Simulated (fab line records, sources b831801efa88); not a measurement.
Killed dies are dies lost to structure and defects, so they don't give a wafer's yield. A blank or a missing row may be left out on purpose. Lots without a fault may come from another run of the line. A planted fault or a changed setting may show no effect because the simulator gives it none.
Which tool did it? | flow sky130 | 12 lots, 36 wafers sampled, at 2 steps of a route of 708

WHAT THE GAUGES READ, wafer by wafer
SKY_VIA4_RS_MEAS_19: measures by four-point-probe. Usual: VIA4_W_RS 0.2189 ohm/sq, standard deviation 0.0026.
lot  | measured     | on            | VIA4_W_RS (ohm/sq)   | flag
L932 | day 42 21:03 | film_metro-02 | 0.2210 0.2224 0.2206 |
L933 | day 43 01:53 | film_metro-03 | 0.2177 0.2197 0.2164 |
L935 | day 44 10:55 | film_metro-03 | 0.2166 0.2193 0.2182 |
L941 | day 46 01:43 | film_metro-01 | 0.2185 0.2170 0.2164 |
L944 | day 46 09:43 | film_metro-03 | 0.2217 0.2164 0.2201 |
L945 | day 46 23:52 | film_metro-01 | 0.2191 0.2193 0.2237 |
L947 | day 47 07:44 | film_metro-01 | 0.2201 0.2174 0.2178 |
L948 | day 47 09:20 | film_metro-01 | 0.2235 0.2213 0.2230 |
L949 | day 47 12:39 | film_metro-01 | 0.2186 0.2206 0.2203 |
L950 | day 47 14:57 | film_metro-01 | 0.2163 0.2188 0.2154 |
L951 | day 47 22:10 | film_metro-01 | 0.2188 0.2229 0.2161 |
L952 | day 48 04:47 | film_metro-03 | 0.2220 0.2160 0.2204 |

WHICH TOOL RAN EACH LOT (tool, then ch and the chambers of the sampled wafers, then the start)
lot  | SKY_METAL2_SPUTTER_02
L932 | pvd_sputter-01, day 34 03:41
L933 | pvd_sputter-03, day 34 08:50
L935 | pvd_sputter-03, day 35 20:45
L941 | pvd_sputter-01, day 37 19:56
L944 | pvd_sputter-03, day 38 05:40
L945 | pvd_sputter-03, day 39 01:32
L947 | pvd_sputter-03, day 39 07:53
L948 | pvd_sputter-03, day 39 12:31
L949 | pvd_sputter-04, day 39 14:09
L950 | pvd_sputter-03, day 39 16:23
L951 | pvd_sputter-01, day 40 05:49
L952 | pvd_sputter-03, day 40 11:54
- SKY_METAL2_SPUTTER_02: material AlCu, target thk 250 nm, time 13.3 s.

WHAT THE TOOLS THEMSELVES READ (means of the sampled wafers that have a number; where no wafer has one, the mark that the record gives instead)
SKY_METAL2_SPUTTER_02. Usual: cathode_dc_power_W 10600 W, standard deviation 1.9; throttle_valve_pct 30.4 %, standard deviation 0.57.
lot  | tool           | cathode_dc_power_W (W) | throttle_valve_pct (%) | flag
L932 | pvd_sputter-01 | 10600                  | 30.5                   |
L933 | pvd_sputter-03 | 10599                  | 31.0                   |
L935 | pvd_sputter-03 | 10600                  | 31.1                   |
L941 | pvd_sputter-01 | 10599                  | 30.5                   |
L944 | pvd_sputter-03 | 10601                  | 30.8                   |
L945 | pvd_sputter-03 | 10600                  | 30.2                   |
L947 | pvd_sputter-03 | 10599                  | 30.5                   |
L948 | pvd_sputter-03 | 10599                  | 30.8                   |
L949 | pvd_sputter-04 | 10599                  | 30.4                   |
L950 | pvd_sputter-03 | 10599                  | 31.0                   |
L951 | pvd_sputter-01 | 10600                  | 30.3                   |
L952 | pvd_sputter-03 | 10600                  | 30.9                   |

THE ANSWER, worked out from the rows above alone
Rule: a lot is off if the mean of its wafers that have a number lies more than 3 standard deviations from the usual mean. A lot without any number at a reading at which 4 lots or more have one is off too. The other lots that the step has rows for count as sound. The gauges are gone through in route order, then the tools' own readings, and for those a lot's mean is taken as printed above. The first step at which some lot is off is used, and at that step the reading that is off furthest; a lot without a number counts as furthest.
No lot is off at any reading shown: from this, nothing can be told.

WHAT THE SIMULATOR HAD PUT IN
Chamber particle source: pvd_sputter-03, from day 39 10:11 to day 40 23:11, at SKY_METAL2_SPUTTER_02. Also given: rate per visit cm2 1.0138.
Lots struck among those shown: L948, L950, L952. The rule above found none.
